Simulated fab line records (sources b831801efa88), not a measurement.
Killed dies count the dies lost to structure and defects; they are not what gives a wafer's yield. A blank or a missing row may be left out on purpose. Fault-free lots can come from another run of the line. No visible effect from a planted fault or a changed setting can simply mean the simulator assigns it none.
fab line records + flow sky130
record
- lots=6
- wafers=18
- lastDay=51
route steps=708 shown VIA2@509 PAD_OPEN@708
lots that met no fault: from a run of the same line without faults
startH: hours from the record's first day to the start of the lot's first wafer shown + waitH: time in hours since the lot's previous step + " repeats the value in the row above + L1.1+2: several wafers, shown together as one row + - no value, or no start given + * or withheld: withheld + < > ~ a bound
route shown NAME@n: NAME is a module with steps in the file, n the number in the route of the first one + usual: mean/standard deviation of fault-free wafers + same: alike in all rows + chamber/n: place in a boat + sites: the reading at each site + _std_site: how widely they spread, as a standard deviation + _edge_site: mean of outer sites minus mean of inner sites + radiusMm: for every site, how far away it sits from the centre of the wafer + mask NAME#n: copy n + behind: the most recent tool/chamber to have shaped the wafer + hold: why the lot went on hold/how many hours it stayed there/how the hold came to an end + device: the n, p or np transistor that did not switch + end of line: tests run on the same wafers once the route is complete + for a step that has no rows: nothing shown but its recipe + killed: not the wafer's yield, but the dies lost to structure and defects at the first sort + map: the dies of a wafer, with x for killed, . for not killed, _ for no die there
set.NAME: the setting the step ran with; set.NAME@STEP: the setting that earlier step ran with + model.NAME: the simulator's own value behind a step, which no gauge read
lots seen at some steps along the route; tables by step, rows by wafer
services: when a tool's chamber went out of use (startH, in hours from the record's first day, below 0 if earlier), for how many hours, and the reason
## steps
# step SKY_VIA2_CMP_02
# recipe
- material=SiO2
- downForcePsi=4
- platenRpm=60
- padVelocityMS=0.94248
# usual
- motorCurrentA=13.1/1.5
- retainingRingPressureFrac=1.000/0.0048
| lot.wafer | tool   | chamber | startH  | waitH | motorCurrentA | retainingRingPressureFrac |
|-----------|--------|---------|---------|-------|---------------|---------------------------|
| L316.4    | cmp-01 | 2       | 863.89  | 0.0   | 12.9          | 1.009                     |
| L316.2    | "      | 0       | "       | "     | 13.4          | 0.997                     |
| L316.3    | "      | 1       | "       | "     | 12.4          | 1.004                     |
| L322.3    | cmp-02 | 3       | 902.28  | 0.1   | 11.4          | 0.993                     |
| L322.1    | "      | 1       | "       | "     | 13.3          | 1.006                     |
| L322.5    | "      | 3       | "       | "     | 11.2          | 1.001                     |
| L323.4    | cmp-01 | 0       | 910.12  | 0.0   | 13.1          | 1.002                     |
| L323.1    | "      | 2       | "       | "     | 13.6          | 1.002                     |
| L323.5    | "      | 1       | "       | "     | 12.0          | 1.000                     |
| L330.4    | cmp-02 | 2       | 973.78  | 0.9   | 14.0          | 0.996                     |
| L330.6    | "      | 1       | "       | "     | 12.3          | 1.003                     |
| L330.5    | "      | 2       | "       | "     | 14.2          | 0.992                     |
| L331.3    | cmp-02 | 1       | 990.14  | 0.0   | 12.4          | 0.992                     |
| L331.4    | "      | 3       | "       | "     | 11.2          | 0.997                     |
| L331.2    | "      | 0       | "       | "     | 10.3          | 0.991                     |
| L335.1    | cmp-01 | 2       | 1000.75 | 0.1   | 13.7          | 1.004                     |
| L335.2    | "      | 3       | "       | "     | 16.4          | 1.000                     |
| L335.3    | "      | 1       | "       | "     | 12.6          | 1.004                     |
# step SKY_VIA2_BOW_MEAS_03
# recipe
- mode=bow
# usual
- VIA2_BOW=89/7.3
| lot.wafer | tool         | chamber | startH  | waitH | VIA2_BOW[um] |
|-----------|--------------|---------|---------|-------|--------------|
| L316.2    | filmMetro-02 | -       | 864.21  | 0.2   | 77           |
| L316.3    | "            | -       | "       | "     | 99           |
| L316.4    | "            | -       | "       | "     | 89           |
| L322.1    | filmMetro-03 | -       | 902.53  | 0.1   | 85           |
| L322.3    | "            | -       | "       | "     | 84           |
| L322.5    | "            | -       | "       | "     | 88           |
| L323.1    | filmMetro-03 | -       | 910.44  | 0.2   | 77           |
| L323.4    | "            | -       | "       | "     | 76           |
| L323.5    | "            | -       | "       | "     | 90           |
| L330.4    | filmMetro-03 | -       | 974.09  | 0.3   | 84           |
| L330.5    | "            | -       | "       | "     | 89           |
| L330.6    | "            | -       | "       | "     | 95           |
| L331.2    | filmMetro-03 | -       | 990.48  | 0.1   | 82           |
| L331.3    | "            | -       | "       | "     | 82           |
| L331.4    | "            | -       | "       | "     | 85           |
| L335.1    | filmMetro-03 | -       | 1001.05 | 0.2   | 79           |
| L335.2    | "            | -       | "       | "     | 85           |
| L335.3    | "            | -       | "       | "     | 83           |
# step SKY_VIA2_DEHYDRATE_04
# recipe
- tempC=200
- timeS=60
# step SKY_VIA2_HMDS_05
# recipe
- primeTimeS=60
- primeTempC=120
# step SKY_VIA2_COAT_06
# recipe
- resist=BARC
- tempC=withheld
- timeS=withheld
- spinRpm=3000
- resistThkNm=60
# step SKY_VIA2_COAT_07
# recipe
- resist=KrF-thick
- spinRpm=3000
- resistThkNm=450
# step SKY_VIA2_SOFTBAKE_08
# recipe
- tempC=100
- timeS=90
- resist=KrF-thick
# step SKY_VIA2_EXPOSE_09
# recipe
- maskId=VIM2
- na=0.8
- sourceShape=annular
- sigmaInner=0.55
- sigmaOuter=0.85
- targetCdNm=200
- doseMj=38
# step SKY_VIA2_PEB_10
# recipe
- pebTempC=withheld
- pebTimeS=withheld
- resist=KrF-thick
# step SKY_VIA2_DEVELOP_11
# recipe
- developTimeS=60
- resist=KrF-thick
- devTempC=21
# step SKY_VIA2_CD_MEAS_12
# recipe
- targetCdNm=200
# usual
- cdNm=200.1/1.2
| lot.wafer | tool     | chamber | startH  | waitH | cdNm  |
|-----------|----------|---------|---------|-------|-------|
| L316.2    | cdSem-01 | -       | 890.04  | -     | 202.1 |
| L316.3    | "        | -       | "       | "     | 202.1 |
| L316.4    | "        | -       | "       | "     | 202.3 |
| L322.1    | cdSem-01 | -       | 928.50  | -     | 200.1 |
| L322.3    | "        | -       | "       | "     | 200.2 |
| L322.5    | "        | -       | "       | "     | 200.1 |
| L323.1    | cdSem-01 | -       | 935.87  | -     | 198.7 |
| L323.4    | "        | -       | "       | "     | 198.0 |
| L323.5    | "        | -       | "       | "     | 197.8 |
| L330.4    | cdSem-01 | -       | 998.09  | -     | 198.7 |
| L330.5    | "        | -       | "       | "     | 198.9 |
| L330.6    | "        | -       | "       | "     | 198.5 |
| L331.2    | cdSem-01 | -       | 1014.03 | -     | 198.3 |
| L331.3    | "        | -       | "       | "     | 199.6 |
| L331.4    | "        | -       | "       | "     | 199.2 |
| L335.1    | cdSem-02 | -       | 1025.05 | -     | 198.8 |
| L335.2    | "        | -       | "       | "     | 200.1 |
| L335.3    | "        | -       | "       | "     | 199.5 |
# step SKY_VIA2_OVL_MEAS_13
# usual
- VIA2_OVL=-4/5
| lot.wafer | tool       | chamber | startH  | waitH | VIA2_OVL[nm] |
|-----------|------------|---------|---------|-------|--------------|
| L316.2    | overlay-01 | -       | 890.15  | 0.1   | -9           |
| L316.3    | "          | -       | "       | "     | -7           |
| L316.4    | "          | -       | "       | "     | -3           |
| L322.1    | overlay-01 | -       | 928.62  | 0.1   | -1           |
| L322.3    | "          | -       | "       | "     | -5           |
| L322.5    | "          | -       | "       | "     | -4           |
| L323.1    | overlay-02 | -       | 935.99  | 0.1   | -3           |
| L323.4    | "          | -       | "       | "     | 1            |
| L323.5    | "          | -       | "       | "     | -9           |
| L330.4    | overlay-02 | -       | 998.16  | 0.1   | -10          |
| L330.5    | "          | -       | "       | "     | -2           |
| L330.6    | "          | -       | "       | "     | -9           |
| L331.2    | overlay-01 | -       | 1014.14 | 0.1   | -3           |
| L331.3    | "          | -       | "       | "     | -5           |
| L331.4    | "          | -       | "       | "     | -4           |
| L335.1    | overlay-02 | -       | 1025.17 | 0.1   | -8           |
| L335.2    | "          | -       | "       | "     | 3            |
| L335.3    | "          | -       | "       | "     | -10          |
# step SKY_VIA2_ETCH_14
# recipe
- chemistry=N2/H2
- target=BARC
- ionEnergyEv=200
- sourceW=500
- biasW=100
- pressureMtorr=30
- n2FlowSccm=100
- h2FlowSccm=200
- stopOn=SiO2
- timeS=45.9
- targetDepthA=600
# usual
- biasW=100.1/0.32
- drypumpMotorCurrentA=5.6/0.39
- oesProductAu=0.854/0.0046
- throttleValvePct=13.225/0.009
| lot.wafer | tool       | chamber | startH  | waitH | biasW | drypumpMotorCurrentA | oesProductAu | rfHoursCounterH | throttleValvePct |
|-----------|------------|---------|---------|-------|-------|----------------------|--------------|-----------------|------------------|
| L316.2    | rieDiel-03 | 2       | 890.18  | 0.0   | 99.4  | 6.4                  | 0.850        | 29              | 13.224           |
| L316.3    | "          | 1       | "       | "     | 100.6 | 5.5                  | 0.852        | 13              | 13.229           |
| L316.4    | "          | 3       | "       | "     | 100.2 | 5.8                  | 0.856        | 8               | 13.228           |
| L322.1    | rieDiel-02 | 0       | 928.65  | 0.0   | 103.4 | 5.3                  | 0.858        | 8               | 13.221           |
| L322.3    | "          | 2       | "       | "     | 104.1 | 4.9                  | 0.856        | 17              | 13.236           |
| L322.5    | "          | 3       | "       | "     | 104.0 | 5.8                  | 0.852        | -               | 13.224           |
| L323.1    | rieDiel-02 | 3       | 936.03  | 0.0   | 103.7 | 5.8                  | 0.857        | 28              | 13.236           |
| L323.4    | "          | 1       | "       | "     | 103.6 | 5.5                  | 0.846        | 14              | 13.214           |
| L323.5    | "          | 1       | "       | "     | 104.0 | 5.5                  | 0.851        | -               | 13.212           |
| L330.4    | rieDiel-03 | 2       | 998.18  | 0.0   | 99.9  | 6.4                  | 0.850        | 0               | 13.230           |
| L330.5    | "          | 3       | "       | "     | 100.2 | 5.8                  | 0.854        | -               | 13.221           |
| L330.6    | "          | 2       | "       | "     | 99.6  | 6.3                  | 0.860        | -               | 13.211           |
| L331.2    | rieDiel-02 | 0       | 1014.17 | 0.0   | 100.1 | 5.3                  | 0.862        | 11              | 13.231           |
| L331.3    | "          | 0       | "       | "     | 100.6 | 5.3                  | 0.857        | -               | 13.241           |
| L331.4    | "          | 1       | "       | "     | 100.1 | 5.5                  | 0.854        | -               | 13.224           |
| L335.1    | rieDiel-02 | 1       | 1025.20 | 0.0   | 100.1 | 5.5                  | 0.860        | 18              | 13.239           |
| L335.2    | "          | 3       | "       | "     | 99.8  | 5.8                  | 0.856        | 0               | 13.233           |
| L335.3    | "          | 0       | "       | "     | 99.5  | 5.3                  | 0.857        | 12              | 13.218           |
# step SKY_VIA2_ETCH_15
# recipe
- target=SiO2
- chemistry=C4F8/O2/Ar
- targetDepthNm=546
- stopOn=TiN
- maskMaterial=KrF-thick
- sourceW=1500
- biasW=1200
- pressureMtorr=40
- c4f8FlowSccm=withheld
- O2_flow_sccm=6
- Ar_flow_sccm=300
- timeS=84
# usual
- biasW=1200/3.5
- oesProductAu=0.940/0.005
| lot.wafer | tool       | chamber | startH  | waitH | biasW | oesProductAu | rfHoursCounterH |
|-----------|------------|---------|---------|-------|-------|--------------|-----------------|
| L316.2    | rieDiel-03 | 2       | 890.22  | 0.0   | 1201  | 0.938        | 29              |
| L316.3    | "          | 1       | "       | "     | 1196  | 0.947        | 13              |
| L316.4    | "          | 3       | "       | "     | 1197  | 0.945        | 8               |
| L322.1    | rieDiel-02 | 0       | 928.70  | 0.0   | 1192  | 0.928        | 8               |
| L322.3    | "          | 2       | "       | "     | 1195  | 0.944        | 17              |
| L322.5    | "          | 3       | "       | "     | 1197  | 0.932        | -               |
| L323.1    | rieDiel-02 | 3       | 936.07  | 0.0   | 1202  | 0.946        | 28              |
| L323.4    | "          | 1       | "       | "     | 1202  | 0.939        | 14              |
| L323.5    | "          | 1       | "       | "     | 1200  | 0.944        | -               |
| L330.4    | rieDiel-03 | 2       | 998.22  | 0.0   | 1197  | 0.936        | 0               |
| L330.5    | "          | 3       | "       | "     | 1200  | 0.940        | -               |
| L330.6    | "          | 2       | "       | "     | 1198  | 0.939        | -               |
| L331.2    | rieDiel-02 | 0       | 1014.23 | 0.0   | 1201  | 0.942        | 11              |
| L331.3    | "          | 0       | "       | "     | 1203  | 0.936        | -               |
| L331.4    | "          | 1       | "       | "     | 1191  | 0.943        | -               |
| L335.1    | rieDiel-02 | 1       | 1025.25 | 0.0   | 1197  | 0.943        | 18              |
| L335.2    | "          | 3       | "       | "     | 1200  | 0.933        | 0               |
| L335.3    | "          | 0       | "       | "     | 1195  | 0.940        | 12              |
# step SKY_PAD_OPEN_PROBE_99
# usual
- defectLimitedYield=82.4/1.8
- killed_at_M0_to_M3=43/6.6
- killed_at_M4_up=3.1/1.9
- killedAtContacts=24/5.2
- killedAtFrontEnd=16/4.5
- killedAtOther=0.4/0.62
- killedDies=87/9
- killedOpen=48/7
- killedShort=39/6.2
- sort_bin_3_pad_short=0.9/0.44
- sort_bin_5_function=10.3/1.3
- sort_bin_6_memory=6.5/1.1
- sortNPass=405/9
- sortYieldPct=82.4/1.8
# same
- grossDies=492
- killedAtBackSide=0
- sort_bin_4_leakage[%]=0
- sort_bin_8_speed[%]=0
| lot.wafer | tool      | chamber | startH  | waitH | defectLimitedYield[%] | killed_at_M0_to_M3 | killed_at_M4_up | killedAtContacts | killedAtFrontEnd | killedAtOther | killedDies | killedOpen | killedShort | sort_bin_3_pad_short[%] | sort_bin_5_function[%] | sort_bin_6_memory[%] | sortNPass | sortYieldPct[%] |
|-----------|-----------|---------|---------|-------|-----------------------|--------------------|-----------------|------------------|------------------|---------------|------------|------------|-------------|-------------------------|------------------------|----------------------|-----------|-----------------|
| L316.2    | prober-02 | -       | 1119.50 | 0.1   | 83.5                  | 37                 | 2               | 21               | 21               | 0             | 81         | 46         | 35          | 1.0                     | 8.9                    | 6.5                  | 411       | 83.5            |
| L316.3    | prober-02 | -       | 1119.55 | 0.2   | 83.3                  | 51                 | 2               | 18               | 11               | 0             | 82         | 40         | 42          | 0.8                     | 9.1                    | 6.7                  | 410       | 83.3            |
| L316.4    | prober-02 | -       | 1119.60 | 0.2   | 82.3                  | 39                 | 5               | 33               | 10               | 0             | 87         | 59         | 28          | 0.4                     | 9.1                    | 8.1                  | 405       | 82.3            |
| L322.1    | prober-02 | -       | 1146.52 | 0.1   | 81.7                  | 49                 | 2               | 22               | 16               | 1             | 90         | 42         | 47          | 0.8                     | 12.0                   | 5.5                  | 402       | 81.7            |
| L322.3    | prober-02 | -       | 1146.62 | 0.2   | 79.7                  | 52                 | 3               | 28               | 16               | 1             | 100        | 52         | 48          | 1.4                     | 10.8                   | 8.1                  | 392       | 79.7            |
| L322.5    | prober-02 | -       | 1146.72 | 0.2   | 83.5                  | 41                 | 2               | 19               | 19               | 0             | 81         | 44         | 37          | 0.6                     | 9.8                    | 6.1                  | 411       | 83.5            |
| L323.1    | prober-01 | -       | 1150.65 | 0.1   | 80.9                  | 43                 | 2               | 25               | 24               | 0             | 94         | 53         | 41          | 0.8                     | 11.0                   | 7.3                  | 398       | 80.9            |
| L323.4    | prober-01 | -       | 1150.80 | 0.2   | 82.5                  | 47                 | 7               | 19               | 13               | 0             | 86         | 45         | 41          | 1.4                     | 11.4                   | 4.7                  | 406       | 82.5            |
| L323.5    | prober-01 | -       | 1150.85 | 0.2   | 81.9                  | 36                 | 4               | 31               | 18               | 0             | 89         | 57         | 32          | 1.0                     | 9.6                    | 7.5                  | 403       | 81.9            |
| L330.4    | prober-02 | -       | 1198.21 | 0.2   | 83.3                  | 34                 | 1               | 30               | 17               | 0             | 82         | 44         | 38          | 1.2                     | 10.0                   | 5.5                  | 410       | 83.3            |
| L330.5    | prober-02 | -       | 1198.26 | 0.2   | 84.3                  | 37                 | 1               | 21               | 18               | 0             | 77         | 45         | 32          | 0.4                     | 9.1                    | 6.1                  | 415       | 84.3            |
| L330.6    | prober-02 | -       | 1198.31 | 0.2   | 83.3                  | 35                 | 3               | 33               | 10               | 1             | 82         | 42         | 40          | 1.0                     | 8.5                    | 7.1                  | 410       | 83.3            |
| L331.2    | prober-01 | -       | 1207.18 | 0.1   | 86.6                  | 31                 | 4               | 18               | 12               | 1             | 66         | 35         | 31          | 0                       | 7.3                    | 6.1                  | 426       | 86.6            |
| L331.3    | prober-01 | -       | 1207.23 | 0.2   | 87.2                  | 37                 | 1               | 11               | 14               | 0             | 63         | 37         | 24          | 0.8                     | 7.9                    | 4.1                  | 429       | 87.2            |
| L331.4    | prober-01 | -       | 1207.28 | 0.2   | 81.7                  | 54                 | 6               | 20               | 10               | 0             | 90         | 41         | 48          | 1.0                     | 8.1                    | 9.1                  | 402       | 81.7            |
| L335.1    | prober-01 | -       | 1216.11 | 0.1   | 82.1                  | 38                 | 4               | 27               | 18               | 1             | 88         | 51         | 37          | 0.8                     | 11.8                   | 5.3                  | 404       | 82.1            |
| L335.2    | prober-01 | -       | 1216.16 | 0.1   | 83.7                  | 41                 | 1               | 27               | 11               | 0             | 80         | 47         | 33          | 0.6                     | 9.3                    | 6.3                  | 412       | 83.7            |
| L335.3    | prober-01 | -       | 1216.21 | 0.2   | 82.1                  | 43                 | 2               | 26               | 16               | 1             | 88         | 47         | 41          | 1.0                     | 10.0                   | 6.9                  | 404       | 82.1            |
# killed by level:class
L316.2 VIA1:geometricParticle:open=7 CONTACT:geometricParticle:open=7 VIA2:geometricParticle:open=6 VIA3:geometricParticle:open=6 FIELD_ISO:geometricParticle:open=5 LI_CONTACT:geometricParticle:open=5 LOCAL_INTERCONNECT:geometricParticle:short=4 METAL1:geometricParticle:short=4
L316.3 VIA2:geometricParticle:open=9 LI_CONTACT:geometricParticle:open=8 VIA1:geometricParticle:open=6 VIA2:geometricParticle:short=6 VIA1:geometricParticle:short=5 VIA3:geometricParticle:short=5 VIA3:geometricParticle:open=5 METAL2:geometricParticle:short=5
L316.4 CONTACT:geometricParticle:open=13 LI_CONTACT:geometricParticle:open=11 VIA1:geometricParticle:open=10 VIA2:geometricParticle:open=8 VIA3:geometricParticle:open=6 CONTACT:geometricParticle:short=4 METAL1:geometricParticle:short=4 FIELD_ISO:geometricParticle:short=3
L322.1 VIA2:geometricParticle:open=11 CONTACT:geometricParticle:open=10 VIA1:geometricParticle:short=8 VIA1:geometricParticle:open=7 FIELD_ISO:geometricParticle:short=6 VIA2:geometricParticle:short=5 CONTACT:geometricParticle:short=5 POLY_GATE:geometricParticle:short=5
L322.3 VIA3:geometricParticle:open=11 CONTACT:geometricParticle:open=10 LI_CONTACT:geometricParticle:open=9 VIA1:geometricParticle:short=8 METAL2:geometricParticle:short=8 VIA2:geometricParticle:open=7 VIA1:geometricParticle:open=6 FIELD_ISO:geometricParticle:short=5
L322.5 CONTACT:geometricParticle:open=11 VIA3:geometricParticle:open=10 VIA1:geometricParticle:short=9 POLY_GATE:geometricParticle:short=7 VIA2:geometricParticle:open=7 FIELD_ISO:geometricParticle:short=6 VIA1:geometricParticle:open=6 METAL3:geometricParticle:short=4
L323.1 CONTACT:geometricParticle:open=12 VIA1:geometricParticle:open=10 POLY_GATE:geometricParticle:open=9 CONTACT:geometricParticle:short=6 VIA2:geometricParticle:open=6 VIA2:geometricParticle:short=5 VIA3:geometricParticle:open=5 METAL2:geometricParticle:short=5
L323.4 VIA1:geometricParticle:open=12 CONTACT:geometricParticle:open=8 VIA1:geometricParticle:short=6 LI_CONTACT:geometricParticle:open=5 VIA3:geometricParticle:open=5 VIA3:geometricParticle:short=5 FIELD_ISO:geometricParticle:short=4 METAL4:geometricParticle:short=4
L323.5 CONTACT:geometricParticle:open=13 VIA2:geometricParticle:open=12 LI_CONTACT:geometricParticle:open=8 FIELD_ISO:geometricParticle:open=6 VIA3:geometricParticle:open=5 METAL1:geometricParticle:short=5 POLY_GATE:geometricParticle:open=4 CONTACT:geometricParticle:short=4
L330.4 CONTACT:geometricParticle:open=14 VIA1:geometricParticle:open=7 LI_CONTACT:geometricParticle:open=6 METAL1:geometricParticle:short=6 VIA1:geometricParticle:short=6 FIELD_ISO:geometricParticle:short=5 VIA2:geometricParticle:open=5 CONTACT:geometricParticle:short=5
L330.5 VIA1:geometricParticle:open=12 LI_CONTACT:geometricParticle:open=8 VIA3:geometricParticle:open=5 POLY_GATE:geometricParticle:short=4 POLY_GATE:geometricParticle:open=4 SPACER:geometricParticle:open=4 LI_CONTACT:geometricParticle:short=4 CONTACT:geometricParticle:open=4
L330.6 LI_CONTACT:geometricParticle:open=10 CONTACT:geometricParticle:open=9 VIA2:geometricParticle:open=6 VIA1:geometricParticle:short=6 LOCAL_INTERCONNECT:geometricParticle:short=5 CONTACT:geometricParticle:short=5 VIA2:geometricParticle:short=5 VIA3:geometricParticle:short=5
L331.2 VIA1:geometricParticle:open=8 VIA2:geometricParticle:open=7 CONTACT:geometricParticle:open=6 METAL2:geometricParticle:short=5 LI_CONTACT:geometricParticle:open=4 POLY_GATE:geometricParticle:short=3 LOCAL_INTERCONNECT:geometricParticle:short=3 VIA1:geometricParticle:short=3
L331.3 VIA1:geometricParticle:open=8 VIA1:geometricParticle:short=6 VIA3:geometricParticle:open=6 VIA2:geometricParticle:open=5 POLY_GATE:geometricParticle:short=4 LI_CONTACT:geometricParticle:open=4 CONTACT:geometricParticle:open=4 METAL2:geometricParticle:short=4
L331.4 METAL2:geometricParticle:short=11 LI_CONTACT:geometricParticle:open=7 CONTACT:geometricParticle:open=7 VIA1:geometricParticle:short=7 VIA1:geometricParticle:open=7 VIA2:geometricParticle:open=6 METAL4:geometricParticle:short=5 METAL3:geometricParticle:short=5
L335.1 VIA1:geometricParticle:open=9 CONTACT:geometricParticle:open=8 LI_CONTACT:geometricParticle:open=7 VIA2:geometricParticle:open=7 FIELD_ISO:geometricParticle:open=6 LI_CONTACT:geometricParticle:short=6 POLY_GATE:geometricParticle:short=5 VIA1:geometricParticle:short=5
L335.2 LI_CONTACT:geometricParticle:short=11 VIA3:geometricParticle:open=10 CONTACT:geometricParticle:open=8 VIA2:geometricParticle:open=6 VIA1:geometricParticle:open=5 FIELD_ISO:geometricParticle:open=4 LI_CONTACT:geometricParticle:open=4 METAL1:geometricParticle:short=3
L335.3 VIA1:geometricParticle:open=11 LI_CONTACT:geometricParticle:open=8 CONTACT:geometricParticle:open=8 METAL1:geometricParticle:short=6 FIELD_ISO:geometricParticle:open=5 LI_CONTACT:geometricParticle:short=4 METAL2:geometricParticle:short=4 VIA1:geometricParticle:short=4
## services
| tool       | chamber | startH  | hours | kind                          |
|------------|---------|---------|-------|-------------------------------|
| rieDiel-02 | 0       | 845.38  | 17.4  | repair                        |
| cmp-01     | -       | 848.52  | 4.8   | pm                            |
| rieDiel-03 | -       | 853.39  | 0.6   | repair                        |
| cmp-02     | -       | 867.86  | 8.9   | pm                            |
| rieDiel-03 | 1       | 868.16  | 4.5   | repair                        |
| cmp-01     | -       | 874.09  | 0.3   | repair                        |
| cmp-02     | -       | 881.98  | 0.5   | repair                        |
| cmp-02     | -       | 912.00  | 4.0   | pm                            |
| cmp-02     | -       | 916.00  | -     | consumableReplace:conditioner |
| cmp-02     | -       | 916.00  | -     | consumableReplace:pad         |
| rieDiel-03 | 2       | 917.48  | 22.3  | repair                        |
| rieDiel-03 | 2       | 954.51  | -     | clean                         |
| rieDiel-03 | 2       | 954.51  | 25.1  | scheduledDown                 |
| rieDiel-03 | 2       | 954.51  | 25.1  | ventCycle                     |
| cmp-02     | -       | 962.96  | 6.8   | pm                            |
| cmp-01     | -       | 969.76  | 14.7  | pm                            |
| rieDiel-02 | 2       | 973.75  | 11.4  | repair                        |
| rieDiel-02 | 3       | 991.38  | -     | clean                         |
| rieDiel-02 | 3       | 991.38  | 31.7  | scheduledDown                 |
| rieDiel-02 | 3       | 991.38  | 31.7  | ventCycle                     |
| rieDiel-02 | 2       | 1003.77 | 11.6  | repair                        |
| rieDiel-03 | 0       | 1012.27 | -     | clean                         |
| rieDiel-03 | 0       | 1012.27 | 16.3  | scheduledDown                 |
| rieDiel-03 | 0       | 1012.27 | 16.3  | ventCycle                     |
## key
firstSign
- step=SKY_VIA2_ETCH_14
- reading=biasW
- direction=up
- sigmas=11
- usual=100.1
- struck=103.8
effect none on later readings
metAt SKY_VIA2_ETCH_14
struckWafers L322.1,L322.3,L322.5,L323.1,L323.4,L323.5
fault
- kind=processParameterDrift
- tool=rieDiel-02
- chamber=-
- onsetH=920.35
- steps=SKY_VIA2_ETCH_14
- channel=biasW
- offset=3.6696
- shape=step
- endH=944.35
- actsIn=theseRecipesOnly
- stated=100
